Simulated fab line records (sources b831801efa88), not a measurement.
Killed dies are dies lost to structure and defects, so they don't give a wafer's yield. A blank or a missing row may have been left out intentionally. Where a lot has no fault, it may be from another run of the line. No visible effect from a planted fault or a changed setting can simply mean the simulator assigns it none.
The tool behind it: which one? + flow sky130 + 7 lots, 20 wafers sampled, at 2 steps of a route of 708

== WHAT THE GAUGES READ, wafer by wafer ==
SKY_LDD_P_TW_MEAS_11.
| lot  | measured     | on           | LDD_P_TW    |
|------|--------------|--------------|-------------|
| L212 | day 20 10:52 | filmMetro-01 | 625 625 623 |
| L213 | day 20 19:14 | filmMetro-02 | 640 641 640 |
| L219 | day 23 02:50 | filmMetro-02 | 30 635      |
| L223 | day 24 04:52 | filmMetro-03 | 633 631 628 |
| L227 | day 25 18:13 | filmMetro-03 | 629 630 628 |
| L229 | day 26 07:15 | filmMetro-02 | 643 637 642 |
| L231 | day 26 23:54 | filmMetro-03 | 627 624 629 |

== WHICH TOOL RAN EACH LOT (tool, then ch and the chambers of the sampled wafers, then the start) ==
| lot  | SKY_LDD_P_DEVELOP_06             |
|------|----------------------------------|
| L212 | lithoTrack-01 ch 0, day 20 10:19 |
| L213 | lithoTrack-04 ch 0, day 20 18:40 |
| L219 | lithoTrack-01 ch 0, day 23 02:19 |
| L223 | lithoTrack-02 ch 0, day 24 04:19 |
| L227 | lithoTrack-02 ch 0, day 25 17:39 |
| L229 | lithoTrack-01 ch 0, day 26 06:41 |
| L231 | lithoTrack-01 ch 0, day 26 23:20 |
- SKY_LDD_P_DEVELOP_06: develop time 60 s.

== THE ANSWER, worked out from the rows above alone ==
Rule: usual is defined by the lots themselves. Put in order of their means at a reading, lots are off if they are a third of the lots or fewer, leave a main group of 4 or more, and stand apart from it by a gap of 3 or more times the standard deviation of the main group's means; of several such gaps the widest counts. A main group is skipped when, at the precision printed for the reading in the tables above, its means are all equal. A lot without any number at a reading at which 4 lots or more have one is off too. The other lots that the step has rows for count as sound.
Off: L219, at SKY_LDD_P_TW_MEAS_11 (LDD_P_TW). For the main group the mean is 632 and the standard deviation 6.4.
A tool fits if, at a process step before that reading, it ran every lot that is off, and no sound lot after the first of them. Those tools and the gauges at SKY_LDD_P_TW_MEAS_11 are tried in the same way. None of those tried fits.

== WHAT WAS PUT IN BY THE SIMULATOR ==
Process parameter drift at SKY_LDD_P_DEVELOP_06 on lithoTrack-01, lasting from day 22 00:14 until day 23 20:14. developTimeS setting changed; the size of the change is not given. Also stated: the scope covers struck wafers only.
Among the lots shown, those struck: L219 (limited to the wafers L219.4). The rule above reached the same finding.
